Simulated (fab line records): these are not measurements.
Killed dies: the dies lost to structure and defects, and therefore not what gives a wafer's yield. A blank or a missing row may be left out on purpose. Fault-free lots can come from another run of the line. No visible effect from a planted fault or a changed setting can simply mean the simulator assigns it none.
Matching of chambers + flow sky130 + SKY_POLY_GATE_ETCH_17 on rieSi-01: 4 sister chambers
The step etches poly-Si in HBr/Cl2, stops on SiO2, target depth 180 nm, time 70.5 s. 4 wafers are shown with their chamber, then 8 later ones without.

EACH WAFER AND ITS CHAMBER
| wafer  | chamber | drypumpMotorCurrentA (A) |
|--------|---------|--------------------------|
| L718.6 | 1       | 6.4                      |
| L727.5 | 3       | 5.2                      |
| L727.6 | 2       | 5.7                      |
| L729.2 | 0       | 5.4                      |

WAFERS WITH NO CHAMBER GIVEN
| wafer  | drypumpMotorCurrentA (A) |
|--------|--------------------------|
| L729.3 | 5.7                      |
| L729.6 | 5.2                      |
| L731.1 | 5.2                      |
| L731.4 | 5.3                      |
| L731.5 | 6.4                      |
| L734.1 | 5.4                      |
| L734.3 | 5.2                      |
| L734.6 | 6.4                      |

WHICH CHAMBER EACH ONE RAN IN
| wafer  | from the rows above     | in truth |
|--------|-------------------------|----------|
| L729.3 | 2                       | 2        |
| L729.6 | 3                       | 3        |
| L731.1 | 3                       | 3        |
| L731.4 | can't be placed: 3 or 0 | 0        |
| L731.5 | 1                       | 1        |
| L734.1 | 0                       | 0        |
| L734.3 | 3                       | 3        |
| L734.6 | 1                       | 1        |
Placed correctly: 7 of 8. Cannot be placed on the basis of these rows: 1; the candidates contain the true chamber in 1. Placed wrongly: 0.
How it was worked out, from the rows above alone: a wafer's distance from a chamber is the root of the sum, over the readings, of the square of ((its reading less the chamber's mean) divided by the reading's scatter). The wafer belongs to the nearest chamber; if the next one is less than 2 further off, it can't be placed. A chamber's mean is the mean of its shown wafers. The scatter: root of mean squared gap, hidden wafer to nearest shown wafer, with one shown wafer a chamber.
